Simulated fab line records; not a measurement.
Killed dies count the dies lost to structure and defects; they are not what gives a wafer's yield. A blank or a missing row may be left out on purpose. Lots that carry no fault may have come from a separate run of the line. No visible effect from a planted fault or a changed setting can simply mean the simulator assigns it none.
Comparing a struck lot with a sound one	flow sky130	26 out of 708 route steps
Sound: wafers L987.1, L987.4, L987.6. Struck: wafer L999.4 (L999.3, L999.6, from the same lot, were not struck and are left out); the cause is given at the end.
At each step with rows: each side's tool, then ch and its chambers, then its first start. Under that, the readings that differ: sound wafers	struck wafers	difference of the means	sigmas: that difference in standard deviations of wafers without a fault.
alike: readings whose means differ by less than 2 such deviations, and words and numbers that are the same on both sides. not compared: withheld readings, readings that some wafer has no value for, bounds like >300 that may hide the same value, and numbers for which the record gives no deviation and whose values overlap.
A row with sigmas, a row that says differs or no value, or rows on one side alone: a step with any of these is where the two part. When numbers do not overlap yet have no deviation, they are printed without sigmas and do not part them. Lack of a reading on every wafer of one side parts them only where that side has two or more wafers.

SKY_VIA4_ETCH_12: etches SiO2 in C4F8/O2/Ar, stops on TiN, target depth 580 nm.
  sound on rie_diel-01 ch 1,3, day 43 06:19; struck on rie_diel-01 ch 0, day 46 23:21
  alike: oes_product_au
SKY_VIA4_STRIP_13: strips in O2/N2.
  sound on plasma_asher-02 ch 0,1, day 43 06:23; struck on plasma_asher-04 ch 1, day 46 23:27
  alike: drypump_motor_current_A, o2_flow_sccm, oes_product_au, strip_time_to_endpoint_s
  not compared: rf_hours_counter_h
then, 3 steps without rows for these wafers: SKY_VIA4_STRIP_14 (strips in post etch residue remover, time 1200 s); SKY_VIA4_CLEAN_15 (cleans in IPA, time 180 s); SKY_VIA4_CLEAN_16 (cleans in O3/DIW).
SKY_VIA4_SPUTTER_17: material TiN, target thk 20 nm, time 80 s.
  struck on pvd_sputter-02, day 47 00:04; sound on pvd_sputter-01, day 43 06:59
  alike: throttle_valve_pct
SKY_VIA4_CVD_18: deposits W, target thk 505 nm, time 152.14 s.
  sound on cvd_w-02 ch 0,1, day 43 07:03; struck on cvd_w-01 ch 1, day 47 00:10
reading	sound	struck	difference	sigmas
heater_power_w (W)	760 753 815	983	+207	+3
  alike: chamber_pressure_Torr
SKY_VIA4_RS_MEAS_19: uses a four-point probe to measure.
  struck on film_metro-01, day 47 00:19; sound on film_metro-01, day 43 07:12
  alike: VIA4_W_RS
SKY_VIA4_THK_MEAS_20: measures by xrf.
  struck on film_metro-01, day 47 00:25; sound on film_metro-01, day 43 07:19
  alike: VIA4_W_THK
then, 1 step without rows for these wafers: SKY_VIA4_CMP_21 (polishes, stops on SiO2, t overpolish 25 s, target thk 0 nm).
SKY_METAL5_SPUTTER_00: material Ti, target thk 15 nm, time 10 s.
  struck on pvd_sputter-04, day 47 00:45; sound on pvd_sputter-01, day 43 08:05
reading	sound	struck	difference	sigmas
throttle_valve_pct (%)	31.3 29.4 30.8	28.8	-1.7	-2
then, 1 step without rows for these wafers: SKY_METAL5_SPUTTER_01 (material TiN, target thk 20 nm, time 16.7 s).
SKY_METAL5_SPUTTER_02: material AlCu, target thk 1150 nm, time 61.2 s.
  struck on pvd_sputter-04, day 47 00:48; sound on pvd_sputter-01, day 43 08:08
reading	sound	struck	difference	sigmas
throttle_valve_pct (%)	31.2 29.2 30.8	28.8	-1.6	-2
model.AlCu_of_METAL5_SPUTTER_02.thk_nm (nm)	1163 1163 1145	2107	+950	
then, 2 steps without rows for these wafers: SKY_METAL5_SPUTTER_03 (material Ti, target thk 5 nm, time 3.3 s); SKY_METAL5_SPUTTER_04 (material TiN, target thk 70 nm, time 58.3 s).
SKY_METAL5_RS_MEAS_05: uses a four-point probe to measure.
  struck on film_metro-04, day 47 01:14; sound on film_metro-01, day 43 08:15
reading	sound	struck	difference	sigmas
METAL5_ALCU_RS (ohm/sq)	0.0268 0.0268 0.0272	0.0147	-0.0122	-38
  not compared: hold
SKY_METAL5_THK_MEAS_06: measures by xrf.
  struck on film_metro-04, day 47 03:54; sound on film_metro-01, day 43 08:22
reading	sound	struck	difference	sigmas
METAL5_ALCU_THK (nm)	1151 1142 1130	2091	+950	+59
  not compared: hold
then, 7 steps without rows for these wafers: SKY_METAL5_HMDS_08 (prime time 60 s); SKY_METAL5_COAT_09 (resist thk 1800 nm); SKY_METAL5_SOFTBAKE_10 (time 60 s); SKY_METAL5_EXPOSE_11 (exposes mask MM5, target cd 1600 nm); SKY_METAL5_PEB_12; SKY_METAL5_DEVELOP_13 (develop time 60 s); SKY_METAL5_DESCUM_14 (chemistry O2, time 11 s).
SKY_METAL5_METAL_ETCH_15: etches the open film in Cl2/BCl3, stops on SiO2, target depth 1260 nm, time 252 s.
  sound on rie_metal-04 ch 0,1, day 44 06:19; struck on rie_metal-02 ch 1, day 47 20:20
reading	sound	struck	difference	sigmas
drypump_motor_current_A (A)	6.09 6.23 6.08	5.43	-0.70	-2
oes_product_au (a.u.)	0.898 0.902 0.889	0.986	+0.090	+19
  alike: mfc_cl2_sccm, throttle_valve_pct
  not compared: rf_hours_counter_h
then, 1 step without rows for these wafers: SKY_METAL5_STRIP_16 (strips in O2/N2).

WHERE THEY PART
Last at SKY_METAL5_METAL_ETCH_15 as far as this record goes, first at SKY_VIA4_CVD_18.

WHY: the cause the simulator had injected
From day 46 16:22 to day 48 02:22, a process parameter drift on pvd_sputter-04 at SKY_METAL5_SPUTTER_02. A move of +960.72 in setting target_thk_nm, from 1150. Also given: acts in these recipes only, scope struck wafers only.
